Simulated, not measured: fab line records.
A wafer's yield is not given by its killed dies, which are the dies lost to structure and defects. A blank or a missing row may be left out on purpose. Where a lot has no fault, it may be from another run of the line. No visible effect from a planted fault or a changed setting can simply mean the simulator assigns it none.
Matching of chambers || flow sfqLine || SFQ_TRILAYER_I1_CMP_CMP_046 on cmp-02 has 4 sister chambers
The step polishes SiO2. 8 wafers are shown with their chamber, then 11 later ones without.

== WAFERS PAIRED WITH THEIR CHAMBERS ==
{"wafer": "L700.1", "chamber": 3, "motorCurrentA (A)": 11.0, "timeToEndpointS (s)": 204}
{"wafer": "L702.2", "chamber": 3, "motorCurrentA (A)": 10.9, "timeToEndpointS (s)": 201}
{"wafer": "L707.3", "chamber": 1, "motorCurrentA (A)": 9.2, "timeToEndpointS (s)": 197}
{"wafer": "L707.6", "chamber": 1, "motorCurrentA (A)": 10.0, "timeToEndpointS (s)": 212}
{"wafer": "L709.1", "chamber": 0, "motorCurrentA (A)": 10.0, "timeToEndpointS (s)": 246}
{"wafer": "L709.2", "chamber": 2, "motorCurrentA (A)": 9.8, "timeToEndpointS (s)": 214}
{"wafer": "L709.6", "chamber": 0, "motorCurrentA (A)": 10.2, "timeToEndpointS (s)": 247}
{"wafer": "L719.2", "chamber": 2, "motorCurrentA (A)": 9.9, "timeToEndpointS (s)": 221}

== WAFERS WHOSE CHAMBER IS MISSING ==
{"wafer": "L719.4", "motorCurrentA (A)": 11.3, "timeToEndpointS (s)": 211}
{"wafer": "L719.6", "motorCurrentA (A)": 9.9, "timeToEndpointS (s)": 227}
{"wafer": "L720.1", "motorCurrentA (A)": 9.8, "timeToEndpointS (s)": 209}
{"wafer": "L720.3", "motorCurrentA (A)": 11.0, "timeToEndpointS (s)": 194}
{"wafer": "L720.4", "motorCurrentA (A)": 9.8, "timeToEndpointS (s)": 214}
{"wafer": "L721.1", "motorCurrentA (A)": 9.2, "timeToEndpointS (s)": 204}
{"wafer": "L721.4", "motorCurrentA (A)": 9.5, "timeToEndpointS (s)": 193}
{"wafer": "L721.5", "motorCurrentA (A)": 8.8, "timeToEndpointS (s)": 202}
{"wafer": "L722.3", "motorCurrentA (A)": 10.7, "timeToEndpointS (s)": 203}
{"wafer": "L722.4", "motorCurrentA (A)": 9.9, "timeToEndpointS (s)": 222}
{"wafer": "L722.6", "motorCurrentA (A)": 9.7, "timeToEndpointS (s)": 221}

== EACH ONE'S CHAMBER ==
{"wafer": "L719.4", "from the rows above": 3, "in truth": 3}
{"wafer": "L719.6", "from the rows above": "can't be placed: 2 or 0", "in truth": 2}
{"wafer": "L720.1", "from the rows above": "can't be placed: 1 or 2", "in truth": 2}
{"wafer": "L720.3", "from the rows above": 3, "in truth": 3}
{"wafer": "L720.4", "from the rows above": "can't be placed: 2 or 1", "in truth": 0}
{"wafer": "L721.1", "from the rows above": "can't be placed: 1 or 2", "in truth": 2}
{"wafer": "L721.4", "from the rows above": 1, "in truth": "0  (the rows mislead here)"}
{"wafer": "L721.5", "from the rows above": "can't be placed: 1 or 2", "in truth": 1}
{"wafer": "L722.3", "from the rows above": 3, "in truth": 3}
{"wafer": "L722.4", "from the rows above": 2, "in truth": 2}
{"wafer": "L722.6", "from the rows above": 2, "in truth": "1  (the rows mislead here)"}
Correctly placed: 4 of 11. These rows do not allow placing 5 (true chamber among the candidates in 4). Wrongly placed: 2.
How it was worked out, from the rows above alone: a wafer's distance from a chamber is the root of the sum, over the readings, of the square of ((its reading less the chamber's mean) divided by the reading's scatter). If the next closest chamber is less than 2 further off than the closest, the wafer can't be placed; otherwise it belongs to the closest. For every chamber, the mean is computed from those of its wafers that are shown. The scatter: take each reading less its chamber's mean, square it, sum over the shown wafers, divide by the number of wafers less the number of chambers, and take the root.
